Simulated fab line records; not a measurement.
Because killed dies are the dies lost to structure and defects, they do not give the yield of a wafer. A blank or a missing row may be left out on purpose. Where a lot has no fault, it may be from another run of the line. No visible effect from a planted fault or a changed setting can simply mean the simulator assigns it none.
Which tool did it?    flow sky130    11 lots, 33 wafers sampled, at 5 steps of a route of 708

== WHAT THE GAUGES READ, wafer by wafer ==
SKY_POLY_CUT_CD_MEAS_08 targets a cd of 270 nm.
lot   measured      on         cd-nm (nm)
L075  day 24 17:55  cd-sem-02  268.2 267.8 269.3
L077  day 25 05:46  cd-sem-01  270.1 271.0 270.3
L079  day 26 10:29  cd-sem-02  271.2 271.3 271.3
L081  day 27 08:38  cd-sem-01  269.2 268.3 269.3
L083  day 28 09:10  cd-sem-02  272.9 270.9 272.6
L085  day 28 14:44  cd-sem-02  270.7 270.7 270.9
L088  day 29 02:27  cd-sem-02  269.3 270.1 269.7
L090  day 30 00:40  cd-sem-01  271.2 272.1 270.2
L092  day 30 15:55  cd-sem-01  269.3 270.1 268.9
L094  day 30 23:57  cd-sem-01  266.8 267.5 267.0
L096  day 31 15:49  cd-sem-02  269.2 270.0 268.8

== EACH LOT AND THE TOOL THAT RAN IT (in order: tool; ch and the chambers of the sampled wafers; start) ==
lot   SKY_FIELD_ISO_STRIP_16               SKY_VT_ADJUST_HVTR_STRIP_10           SKY_RES_PROTECT_STRIP_07              SKY_LDD_HVN_STRIP_09
L075  plasma-asher-01 ch 0,1, day 2 11:04  plasma-asher-03 ch 0,1, day 9 18:45   plasma-asher-03 ch 0,1, day 15 13:34  plasma-asher-03 ch 0,1, day 20 20:08
L077  plasma-asher-02 ch 0,1, day 2 22:08  plasma-asher-04 ch 0,1, day 10 10:25  plasma-asher-04 ch 0,1, day 16 05:08  plasma-asher-04 ch 0,1, day 21 09:52
L079  plasma-asher-01 ch 0, day 3 07:26    plasma-asher-02 ch 0, day 11 02:19    plasma-asher-04 ch 0, day 17 04:17    plasma-asher-04 ch 0,1, day 22 14:09
L081  plasma-asher-02 ch 0, day 3 17:14    plasma-asher-02 ch 0,1, day 11 22:43  plasma-asher-02 ch 1, day 18 02:40    plasma-asher-03 ch 1, day 23 10:58
L083  plasma-asher-02 ch 0,1, day 4 03:56  plasma-asher-02 ch 0,1, day 12 20:22  plasma-asher-02 ch 0,1, day 19 06:07  plasma-asher-02 ch 0,1, day 24 15:03
L085  plasma-asher-03 ch 0,1, day 4 15:58  plasma-asher-02 ch 0,1, day 13 03:38  plasma-asher-02 ch 0,1, day 19 15:05  plasma-asher-03 ch 0,1, day 24 20:37
L088  plasma-asher-03 ch 0,1, day 5 04:47  plasma-asher-04 ch 0,1, day 13 22:37  plasma-asher-04 ch 0,1, day 20 06:02  plasma-asher-03 ch 0,1, day 25 10:27
L090  plasma-asher-03 ch 1, day 5 17:20    plasma-asher-04 ch 0,1, day 14 11:29  plasma-asher-02 ch 0,1, day 21 01:46  plasma-asher-02 ch 1, day 26 08:00
L092  plasma-asher-01 ch 0,1, day 6 03:07  plasma-asher-03 ch 0,1, day 14 23:23  plasma-asher-04 ch 0,1, day 21 20:08  plasma-asher-02 ch 0,1, day 27 00:04
L094  plasma-asher-01 ch 0,1, day 6 12:56  plasma-asher-04 ch 1, day 15 12:25    plasma-asher-04 ch 0,1, day 22 07:37  plasma-asher-03 ch 0,1, day 27 09:46
L096  plasma-asher-02 ch 0,1, day 6 23:35  plasma-asher-02 ch 0,1, day 16 06:11  plasma-asher-03 ch 0,1, day 23 00:13  plasma-asher-03 ch 0,1, day 28 01:33
- SKY_FIELD_ISO_STRIP_16: strips in O2/N2.
- SKY_VT_ADJUST_HVTR_STRIP_10: strips in O2/N2.
- SKY_RES_PROTECT_STRIP_07: strips in O2/N2.
- SKY_LDD_HVN_STRIP_09: strips in O2/N2.

== THE ANSWER, worked out from the rows above alone ==
Rule: what is usual is taken from the lots themselves. Put in order of their means at a reading, lots are off if they are a third of the lots or fewer, leave a main group of 4 or more, and stand apart from it by a gap of 3 or more times the standard deviation of the main group's means; of several such gaps the widest counts. The tables above print the reading to a certain number of digits; a main group whose means all agree to those digits is not used. A lot without any number at a reading at which 4 lots or more have one is off too. All remaining lots with rows at the step are treated as sound.
Across all readings shown, no lot is off: no conclusion can be drawn from this.

== WHAT HAD BEEN PUT IN BY THE SIMULATOR ==
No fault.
